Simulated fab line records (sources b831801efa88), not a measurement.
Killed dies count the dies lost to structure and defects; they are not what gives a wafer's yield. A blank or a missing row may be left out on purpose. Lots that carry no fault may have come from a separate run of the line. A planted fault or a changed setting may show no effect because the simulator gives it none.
fab line records ; flow sky130
record lots=6; wafers=18; lastDay=50
route steps=708 shown SONOS_ONO@184 GATE_OXIDE@187
lots untouched by any fault: they come from a run of this same line in which no faults occurred
startH: hours from the record's opening day to when the first of the lot's shown wafers began ; waitH: hours since the lot's step before ; " the same as in the row above ; L1.1+2: several wafers, shown together as one row ; - no value present, or no start provided ; * or withheld: withheld ; < > ~ a bound
route shown NAME@n: names a module that has steps shown in the file, with the first one's number in the route ; usual: mean and standard deviation over wafers with no fault ; same: alike in all rows ; chamber/n: place in a boat ; sites: readings site by site ; _std_site: the values' standard deviation ; _edge_site: mean of outer sites minus mean of inner sites ; radiusMm: how far each site lies from the wafer's centre ; mask NAME#n: copy n ; behind: tool/chamber where the wafer was last shaped ; hold: the reason the lot was held/the length of the hold in hours/how it ended ; device: transistor that didn't switch, given as n, p or np ; end of line: at the end of the route, the tests of the same wafers ; a step given without rows: its recipe and nothing more ; killed: dies lost to structure and defects at the first sort, not the wafer's yield ; map: shows each die of a wafer: x if killed, . if not, _ if none is there
set.NAME: setting as actually run; set.NAME@STEP: the setting as run at that earlier step ; model.NAME: the simulator's own value behind a step, which no gauge read
lots seen at some steps along the route; tables by step, rows by wafer
services: from which hour (startH, from the record's first day; less than 0 if before it) a tool's chamber was out of use, for how many hours, and why
## steps
# step SKY_SONOS_ONO_WET_ETCH_16
# recipe chemistry=dHF; targetDepthNm=14; dry=n2Spin; target=SiO2; dilution=100:1; tempC=25; timeS=280
# step SKY_SONOS_ONO_STRIP_17
# recipe chemistry=O2/N2; powerW=1400; pressureMtorr=1500; platenTempC=withheld; o2FlowSccm=3000; n2FlowSccm=300; overashFraction=0.5
# usual drypumpMotorCurrentA=5.9/0.52; n2FlowSccm=300.0/0.79; oesProductAu=0.710/0.0043; stripTimeToEndpointS=14.13/0.046
lot.wafer;tool;chamber;startH;waitH;drypumpMotorCurrentA;n2FlowSccm;oesProductAu;rfHoursCounterH;stripTimeToEndpointS
L464.1;plasmaAsher-02;1;304.31;0.0;6.6;300.0;0.722;19;14.08
L464.5;plasmaAsher-02;1;304.31;0.0;6.6;300.2;0.710;-;14.14
L464.6;plasmaAsher-02;0;304.31;0.0;5.1;299.8;0.708;-;14.09
L476.1;plasmaAsher-03;0;408.24;0.0;6.1;300.7;0.705;73;14.16
L476.2;plasmaAsher-03;1;408.24;0.0;5.7;300.1;0.707;73;14.16
L476.4;plasmaAsher-03;0;408.24;0.0;6.1;300.0;0.717;-;14.16
L477.1;plasmaAsher-02;1;411.82;0.0;6.6;298.6;0.710;30;14.05
L477.4;plasmaAsher-02;0;411.82;0.0;5.1;298.9;0.712;-;14.07
L477.6;plasmaAsher-02;1;411.82;0.0;6.7;298.6;0.709;-;14.08
L478.1;plasmaAsher-04;0;421.26;0.0;6.5;300.2;0.706;61;14.03
L478.4;plasmaAsher-04;0;421.26;0.0;6.5;298.9;0.705;-;14.07
L478.6;plasmaAsher-04;0;421.26;0.0;6.5;299.1;0.711;-;14.07
L483.3;plasmaAsher-02;0;464.83;0.0;5.1;298.5;0.705;-;14.14
L483.4;plasmaAsher-02;1;464.83;0.0;6.5;299.7;0.703;-;14.09
L483.6;plasmaAsher-02;0;464.83;0.0;5.1;300.5;0.710;-;14.10
L484.1;plasmaAsher-03;0;469.27;0.0;6.1;300.4;0.710;79;14.15
L484.4;plasmaAsher-03;1;469.27;0.0;5.7;300.7;0.707;-;14.14
L484.6;plasmaAsher-03;0;469.27;0.0;6.1;300.2;0.701;-;14.16
# step SKY_SONOS_ONO_WET_ETCH_18
# recipe chemistry=H3PO4; targetDepthNm=15; target=Si3N4; tempC=160; timeS=172
# step SKY_GATE_OXIDE_CLEAN_00
# recipe chemistry=SC1/SC2; mix=1:4:20; tempC=70; timeS=150; dry=n2Spin
# step SKY_GATE_OXIDE_OXIDATION_01
# recipe tempC=900; ambient=O2; stabiliseS=600; purgeS=300; targetThkA=102.68; oxTimeS=1473
# step SKY_GATE_OXIDE_THK_MEAS_02
# recipe reads=SiO2_of_GATE_OXIDE_OXIDATION_01
# usual GATE_OXIDE_OXIDATION_00_THK=10.26/0.22
lot.wafer;tool;chamber;startH;waitH;GATE_OXIDE_OXIDATION_00_THK[nm]
L464.1;filmMetro-03;-;305.93;0.0;10.30
L464.5;filmMetro-03;-;305.93;0.0;10.23
L464.6;filmMetro-03;-;305.93;0.0;10.25
L476.1;filmMetro-03;-;409.86;0.0;9.78
L476.2;filmMetro-03;-;409.86;0.0;9.75
L476.4;filmMetro-03;-;409.86;0.0;9.55
L477.1;filmMetro-03;-;414.14;0.0;10.15
L477.4;filmMetro-03;-;414.14;0.0;10.04
L477.6;filmMetro-03;-;414.14;0.0;10.07
L478.1;filmMetro-03;-;423.81;0.0;10.30
L478.4;filmMetro-03;-;423.81;0.0;10.17
L478.6;filmMetro-03;-;423.81;0.0;10.38
L483.3;filmMetro-01;-;467.07;0.0;10.30
L483.4;filmMetro-01;-;467.07;0.0;10.46
L483.6;filmMetro-01;-;467.07;0.0;10.31
L484.1;filmMetro-01;-;471.35;0.0;10.23
L484.4;filmMetro-01;-;471.35;0.0;10.43
L484.6;filmMetro-01;-;471.35;0.0;10.41
# step SKY_GATE_OXIDE_DEHYDRATE_03
# recipe tempC=200; timeS=60
# step SKY_GATE_OXIDE_HMDS_04
# recipe primeTimeS=60; primeTempC=120
# step SKY_GATE_OXIDE_COAT_05
# recipe resist=NOVOLAK; spinRpm=3000; resistThkNm=1140
# step SKY_GATE_OXIDE_SOFTBAKE_06
# recipe tempC=90; timeS=60; resist=NOVOLAK
# step SKY_GATE_OXIDE_EXPOSE_07
# recipe maskId=LVOM; na=0.6; sourceShape=conventional; sigmaOuter=0.6; polarization=unpolarized; targetCdNm=600; doseMj=170
# step SKY_GATE_OXIDE_PEB_08
# recipe tempC=withheld; timeS=*; resist=NOVOLAK
# step SKY_GATE_OXIDE_DEVELOP_09
# recipe resist=NOVOLAK; developer=TMAH; developTimeS=60; devTempC=23
# usual chillPlateTempC=23.03/0.11; developTimeS=60/0
lot.wafer;tool;chamber;startH;waitH;chillPlateTempC;developTimeS
L464.1;lithoTrack-03;0;333.17;0.1;22.95;60
L464.5;lithoTrack-03;0;333.17;0.1;22.97;60
L464.6;lithoTrack-03;0;333.17;0.1;22.92;60
L476.1;lithoTrack-02;-;440.73;0.1;-;-
L476.2;lithoTrack-02;-;440.73;0.1;-;-
L476.4;lithoTrack-02;-;440.73;0.1;-;-
L477.1;lithoTrack-01;-;445.30;0.1;-;-
L477.4;lithoTrack-01;-;445.30;0.1;-;-
L477.6;lithoTrack-01;-;445.30;0.1;-;-
L478.1;lithoTrack-02;0;455.13;0.1;22.99;60
L478.4;lithoTrack-02;0;455.13;0.1;22.93;60
L478.6;lithoTrack-02;0;455.13;0.1;23.25;60
L483.3;lithoTrack-01;0;498.65;0.1;23.11;60
L483.4;lithoTrack-01;0;498.65;0.1;22.94;60
L483.6;lithoTrack-01;0;498.65;0.1;23.01;60
L484.1;lithoTrack-03;0;502.92;0.1;23.10;60
L484.4;lithoTrack-03;0;502.92;0.1;22.98;60
L484.6;lithoTrack-03;0;502.92;0.1;23.09;60
# step SKY_GATE_OXIDE_OVL_MEAS_10
# usual GATE_OXIDE_OVL=-0.6/1.3
lot.wafer;tool;chamber;startH;waitH;GATE_OXIDE_OVL[nm]
L464.1;overlay-02;-;333.32;0.1;1.0
L464.5;overlay-02;-;333.32;0.1;-0.9
L464.6;overlay-02;-;333.32;0.1;-0.6
L476.1;overlay-02;-;440.88;0.1;-
L476.2;overlay-02;-;440.88;0.1;-
L476.4;overlay-02;-;440.88;0.1;-
L477.1;overlay-01;-;445.45;0.1;-
L477.4;overlay-01;-;445.45;0.1;-
L477.6;overlay-01;-;445.45;0.1;-
L478.1;overlay-02;-;455.28;0.1;-1.3
L478.4;overlay-02;-;455.28;0.1;-0.7
L478.6;overlay-02;-;455.28;0.1;0.4
L483.3;overlay-01;-;498.76;0.1;-0.7
L483.4;overlay-01;-;498.76;0.1;0.5
L483.6;overlay-01;-;498.76;0.1;-2.4
L484.1;overlay-01;-;503.07;0.1;1.3
L484.4;overlay-01;-;503.07;0.1;1.4
L484.6;overlay-01;-;503.07;0.1;0.1
## services
tool;chamber;startH;hours;kind
plasmaAsher-02;-;400.48;0.5;repair
plasmaAsher-04;-;462.81;2.6;repair
lithoTrack-03;-;499.35;-;consumableReplace:filter
## key
firstSign step=SKY_GATE_OXIDE_DEVELOP_09; reading=toolRecord; direction=missing
effect none on later readings
metAt SKY_GATE_OXIDE_DEVELOP_09
struckWafers L476.1,L476.2,L476.4,L477.1,L477.4,L477.6
laterRowsLeftOut L476.1,L476.2,L476.4,L477.1,L477.4,L477.6
sortLeftOut L476.1,L476.2,L476.4,L477.1,L477.4,L477.6
testerLeftOut L476,L477
fault kind=skippedStepWhole; tool=lithoTrack-01,lithoTrack-02; chamber=-; onsetH=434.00; steps=SKY_GATE_OXIDE_DEVELOP_09; scope=struckLotsOnly
# testerLeftOut: of these lots the tester's yield and bins aren't shown, on N5 and GAA mostly nor the transistor test; their killed dies are dies lost to structure and defects alone, not to doping, threshold or leakage, so they don't give the yield
# sortLeftOut: the simulated sort isn't trusted on such a fault, so these wafers' sort isn't shown, and their yield isn't known
# laterRowsLeftOut: the simulator's readings of these wafers behind a module that went badly wrong aren't trusted and aren't shown, but for the sort
